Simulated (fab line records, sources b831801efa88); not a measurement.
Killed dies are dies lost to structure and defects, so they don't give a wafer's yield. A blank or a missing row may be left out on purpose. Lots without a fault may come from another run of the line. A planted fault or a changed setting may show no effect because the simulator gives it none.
fab line records | flow sky130
record lots=7 wafers=18 last_day=50
route steps=708 shown NWELL@79 PWDE@84 VT_ADJUST_HVTP@85 PAD_OPEN@708
lots that met no fault: from a run of the same line without faults
start_h: hours from the record's first day to the start of the lot's first wafer shown | wait_h: hours since the lot's step before | " the same as in the row above | L1.1+2: a row that stands for several wafers | - no value, or no start given | * or withheld: withheld | < > ~ a bound
route shown NAME@n: a module of which the file shows steps, and the number in the route of the first | usual: mean/standard deviation of fault-free wafers | same: alike in all rows | chamber/n: place in a boat | sites: the reading at each site | _std_site: their standard deviation | _edge_site: outer sites' mean less inner sites' | radius_mm: how far each site lies from the wafer's centre | mask NAME#n: copy n | behind: the tool/chamber that last shaped the wafer | hold: why the lot was held/for how many hours/how that ended | device: the transistor (n, p or np) that didn't switch | end of line: the same wafers' tests at the end of the route | a step without rows: its recipe alone | killed: dies lost to structure and defects at the first sort, not the wafer's yield | map: a wafer's dies, x killed, . not, _ none there
set.NAME: the setting as run; set.NAME@STEP: as run at that earlier step | model.NAME: the simulator's own value behind a step, which no gauge read
lots at some steps of the route; a table a step, a row a wafer
services: from which hour (start_h, from the record's first day; less than 0 if before it) a tool's chamber was out of use, for how many hours, and why
## steps
# step SKY_NWELL_TW_MEAS_26
# usual NWELL_2_TW=494.9/2.9
# columns lot.wafer tool chamber start_h wait_h NWELL_2_TW
L978.4 film_metro-04 - 100.84 0.1 490.7
L978.5 " - " " 490.9
L978.6 " - " " 495.5
L981.1 film_metro-03 - 125.28 0.1 496.7
L981.3 " - " " 497.5
L981.5 " - " " 497.6
L990.3 film_metro-04 - 176.65 0.1 501.1
L990.5 " - " " 501.6
L991.4 film_metro-02 - 180.81 0.1 486.2
L991.5 " - " " 489.0
L992.4 film_metro-03 - 187.11 0.1 499.1
L992.5 " - " " 496.4
L999.2 film_metro-03 - 230.97 0.1 494.2
L999.3 " - " " 490.6
L999.4 " - " " 493.6
L100.3 film_metro-02 - 233.65 0.1 492.9
L100.4 " - " " 492.4
L100.6 " - " " 492.8
# step SKY_NWELL_CLEAN_27
# recipe chemistry=SC1/SC2 mix=1:4:20 temp_c=70 time_s=150 dry=n2_spin
# step SKY_NWELL_RTA_28
# recipe temp_c=1050 time_s=30 idle_temp_c=650 ramp_up_c_per_s=150 ramp_down_c_per_s=90 ambient=N2
# usual lamp_power_pct=25.29/0.056 ramp_up_c_per_s=150.00/0.026 wafer_temp_C_max=1054.9/1
# columns lot.wafer tool chamber start_h wait_h lamp_power_pct ramp_up_c_per_s wafer_temp_C_max
L978.4 rtp_anneal-01 0 100.97 0.1 25.24 150.01 1055.2
L978.5 " 0 " " 25.30 150.00 1054.8
L978.6 " 0 " " 25.31 150.02 1053.7
L981.1 rtp_anneal-02 0 125.39 0.0 25.24 150.00 1057.8
L981.3 " 0 " " 25.29 150.03 1055.5
L981.5 " 0 " " 25.30 150.00 1053.6
L990.3 rtp_anneal-01 0 176.78 0.0 25.31 150.00 1054.8
L990.5 " 0 " " 25.25 149.99 1055.3
L991.4 rtp_anneal-02 0 180.94 0.1 25.28 150.06 1054.3
L991.5 " 0 " " 25.27 150.01 1054.0
L992.4 rtp_anneal-01 0 187.24 0.1 25.25 150.00 1053.5
L992.5 " 0 " " 25.30 150.01 1053.7
L999.2 rtp_anneal-01 0 231.08 0.0 25.35 149.94 1054.8
L999.3 " 0 " " 25.35 149.99 1053.1
L999.4 " 0 " " 25.29 150.03 1054.9
L100.3 rtp_anneal-01 0 233.77 0.0 25.42 150.02 1055.3
L100.4 " 0 " " 25.36 150.04 1054.1
L100.6 " 0 " " 25.18 150.01 1053.6
# step SKY_NWELL_RS_MEAS_29
# recipe thk_meas_gauge=four-point-probe
# usual NWELL_RS=625.0/1.7
# columns lot.wafer tool chamber start_h wait_h NWELL_RS[ohm/sq]
L978.4 film_metro-03 - 101.08 0.1 624.9
L978.5 " - " " 625.8
L978.6 " - " " 626.9
L981.1 film_metro-04 - 125.49 0.1 624.3
L981.3 " - " " 624.3
L981.5 " - " " 623.0
L990.3 film_metro-02 - 176.88 0.1 625.6
L990.5 " - " " 626.1
L991.4 film_metro-03 - 181.08 0.1 625.0
L991.5 " - " " 624.2
L992.4 film_metro-04 - 187.35 0.1 622.4
L992.5 " - " " 622.8
L999.2 film_metro-04 - 231.19 0.1 625.7
L999.3 " - " " 626.1
L999.4 " - " " 626.8
L100.3 film_metro-02 - 233.88 0.1 624.2
L100.4 " - " " 625.6
L100.6 " - " " 624.4
# step SKY_NWELL_RS_MEAS_31
# recipe thk_meas_gauge=four-point-probe
# usual PWDE_RS=5280/18
# columns lot.wafer tool chamber start_h wait_h PWDE_RS[ohm/sq]
L978.4 film_metro-03 - 101.32 0.1 5285
L978.5 " - " " 5277
L978.6 " - " " 5278
L981.1 film_metro-04 - 125.73 0.1 5291
L981.3 " - " " 5270
L981.5 " - " " 5273
L990.3 film_metro-02 - 177.12 0.1 5279
L990.5 " - " " 5266
L991.4 film_metro-03 - 181.32 0.1 5244
L991.5 " - " " 5249
L992.4 film_metro-04 - 187.59 0.1 5281
L992.5 " - " " 5292
L999.2 film_metro-04 - 231.43 0.1 5267
L999.3 " - " " 5274
L999.4 " - " " 5262
L100.3 film_metro-02 - 234.12 0.1 5272
L100.4 " - " " 5248
L100.6 " - " " 5258
# step SKY_VT_ADJUST_HVTP_DEHYDRATE_00
# recipe temp_c=200 time_s=60
# step SKY_VT_ADJUST_HVTP_HMDS_01
# recipe prime_time_s=60 prime_temp_c=120
# step SKY_VT_ADJUST_HVTP_COAT_02
# recipe resist=NOVOLAK spin_rpm=3000 resist_thk_nm=1140
# step SKY_VT_ADJUST_HVTP_SOFTBAKE_03
# recipe temp_c=90 time_s=60 resist=NOVOLAK
# step SKY_VT_ADJUST_HVTP_EXPOSE_04
# recipe mask_id=HVTPM na=0.6 source_shape=conventional sigma_outer=0.6 polarization=unpolarized target_cd_nm=380 dose_mj=140
# step SKY_VT_ADJUST_HVTP_PEB_05
# recipe temp_c=withheld time_s=* resist=NOVOLAK
# step SKY_VT_ADJUST_HVTP_DEVELOP_06
# recipe resist=NOVOLAK developer=TMAH develop_time_s=60 dev_temp_c=23
# usual resist_line_temp_C=23.01/0.11
# columns lot.wafer tool chamber start_h wait_h resist_line_temp_C
L978.4 litho_track-03 0 119.72 0.1 22.87
L978.5 " 0 " " 22.83
L978.6 " 0 " " 22.81
L981.1 litho_track-01 0 144.09 0.1 23.15
L981.3 " 0 " " 23.02
L981.5 " 0 " " 22.94
L990.3 litho_track-03 0 198.89 0.1 22.94
L990.5 " 0 " " 23.08
L991.4 litho_track-03 0 202.77 0.1 22.97
L991.5 " 0 " " 22.84
L992.4 litho_track-03 0 209.22 0.1 23.12
L992.5 " 0 " " 23.06
L999.2 litho_track-04 0 254.37 0.1 23.10
L999.3 " 0 " " 23.21
L999.4 " 0 " " 23.17
L100.3 litho_track-04 0 257.30 0.1 22.86
L100.4 " 0 " " 22.93
L100.6 " 0 " " 22.92
# step SKY_VT_ADJUST_HVTP_CD_MEAS_07
# recipe target_cd_nm=380
# usual cd_nm=379.4/2.3
# columns lot.wafer tool chamber start_h wait_h cd_nm
L978.4 cd_sem-01 - 119.85 0.1 377.4
L978.5 " - " " 373.9
L978.6 " - " " 376.5
L981.1 cd_sem-01 - 144.24 0.1 379.4
L981.3 " - " " 379.5
L981.5 " - " " 381.6
L990.3 cd_sem-02 - 199.03 0.1 379.5
L990.5 " - " " 260.3
L991.4 cd_sem-02 - 202.90 0.1 256.2
L991.5 " - " " 256.5
L992.4 cd_sem-02 - 209.35 0.1 259.3
L992.5 " - " " 255.9
L999.2 cd_sem-01 - 254.52 0.1 381.3
L999.3 " - " " 381.8
L999.4 " - " " 378.1
L100.3 cd_sem-01 - 257.44 0.1 374.8
L100.4 " - " " 376.1
L100.6 " - " " 378.3
# step SKY_VT_ADJUST_HVTP_OVL_MEAS_08
# usual VT_ADJUST_HVTP_OVL=0.9/1.5
# columns lot.wafer tool chamber start_h wait_h VT_ADJUST_HVTP_OVL[nm]
L978.4 overlay-02 - 119.93 0.1 1.6
L978.5 " - " " 2.4
L978.6 " - " " 3.8
L981.1 overlay-01 - 144.36 0.1 -2.3
L981.3 " - " " -0.2
L981.5 " - " " -1.0
L990.3 overlay-02 - 199.12 0.1 1.6
L990.5 " - " " 2.8
L991.4 overlay-01 - 202.98 0.1 -0.6
L991.5 " - " " 0.8
L992.4 overlay-01 - 209.43 0.1 -0.1
L992.5 " - " " -1.7
L999.2 overlay-02 - 254.62 0.1 1.0
L999.3 " - " " 1.8
L999.4 " - " " 3.3
L100.3 overlay-02 - 257.53 0.1 2.1
L100.4 " - " " 1.1
L100.6 " - " " 1.0
# step SKY_PAD_OPEN_PROBE_99
# usual killed_at_M0_to_M3=43/6.5 killed_at_M4_up=3.5/1.9 killed_at_contacts=24/5.4 killed_at_front_end=16/4.8 killed_at_other=0.4/0.64 killed_dies=87/9.4 killed_open=47/7 killed_short=40/6.3
# same gross_dies=492 killed_at_back_side=0
# columns lot.wafer tool chamber start_h wait_h killed_at_M0_to_M3 killed_at_M4_up killed_at_contacts killed_at_front_end killed_at_other killed_dies killed_open killed_short
L978.4 prober-02 - 1072.74 0.2 43 4 31 21 0 99 53 45
L978.5 prober-02 - 1072.79 0.2 29 4 27 18 0 78 35 42
L978.6 prober-02 - 1072.84 0.2 54 0 23 14 1 92 60 30
L981.1 prober-02 - 1094.87 0.1 39 1 22 17 0 79 32 47
L981.3 prober-02 - 1094.97 0.2 62 3 18 14 0 97 56 41
L981.5 prober-02 - 1095.07 0.2 32 2 15 18 0 67 32 34
# killed by level:class
L978.4 VIA1:geometric_particle:open=10 VIA2:geometric_particle:open=8 LI_CONTACT:geometric_particle:open=8 LOCAL_INTERCONNECT:geometric_particle:short=8 METAL2:geometric_particle:short=7 FIELD_ISO:geometric_particle:open=5 FIELD_ISO:geometric_particle:short=5 CONTACT:geometric_particle:open=5
L978.5 CONTACT:geometric_particle:open=10 LOCAL_INTERCONNECT:geometric_particle:short=7 CONTACT:geometric_particle:short=7 METAL2:geometric_particle:short=7 FIELD_ISO:geometric_particle:open=4 VIA1:geometric_particle:open=4 VIA2:geometric_particle:open=4 VIA3:geometric_particle:open=4
L978.6 CONTACT:geometric_particle:open=13 VIA2:geometric_particle:open=11 VIA1:geometric_particle:open=10 VIA3:geometric_particle:open=10 VIA3:geometric_particle:short=5 FIELD_ISO:geometric_particle:open=4 POLY_GATE:geometric_particle:open=4 CONTACT:geometric_particle:short=4
L981.1 METAL2:geometric_particle:short=7 METAL1:geometric_particle:short=7 FIELD_ISO:geometric_particle:short=6 CONTACT:geometric_particle:open=6 VIA3:geometric_particle:short=6 POLY_GATE:geometric_particle:short=5 LI_CONTACT:geometric_particle:open=5 CONTACT:geometric_particle:short=5
L981.3 VIA1:geometric_particle:open=16 VIA3:geometric_particle:open=9 METAL2:geometric_particle:short=8 VIA2:geometric_particle:open=7 LI_CONTACT:geometric_particle:open=5 CONTACT:geometric_particle:open=5 METAL3:geometric_particle:short=5 FIELD_ISO:geometric_particle:open=4
L981.5 VIA1:geometric_particle:open=7 FIELD_ISO:geometric_particle:short=5 POLY_GATE:geometric_particle:open=5 LI_CONTACT:geometric_particle:open=5 METAL1:geometric_particle:short=5 CONTACT:geometric_particle:open=4 METAL2:geometric_particle:short=4 POLY_GATE:geometric_particle:short=3
## services
# columns tool chamber start_h hours kind
litho_track-04 - 120.01 - consumable_replace:filter
rtp_anneal-02 - 127.76 6.1 pm
## key
first_sign step=SKY_VT_ADJUST_HVTP_CD_MEAS_07 reading=cd_nm direction=down sigmas=53 usual=379.4 struck=257.6
effect none on later readings
met_at SKY_VT_ADJUST_HVTP_DEVELOP_06
struck_wafers L990.5,L991.4,L991.5,L992.4,L992.5
tester_left_out L990,L991,L992
onset_between 119.72 198.89
fault kind=process_parameter_drift tool=litho_track-03 chamber=- onset_h=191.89 steps=SKY_VT_ADJUST_HVTP_DEVELOP_06 channel=develop_time_s offset=* shape=step end_h=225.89 scope=struck_wafers_only acts_in=* stated=*
# tester_left_out: of these lots the tester's yield and bins aren't shown, on N5 and GAA mostly nor the transistor test; their killed dies are dies lost to structure and defects alone, not to doping, threshold or leakage, so they don't give the yield
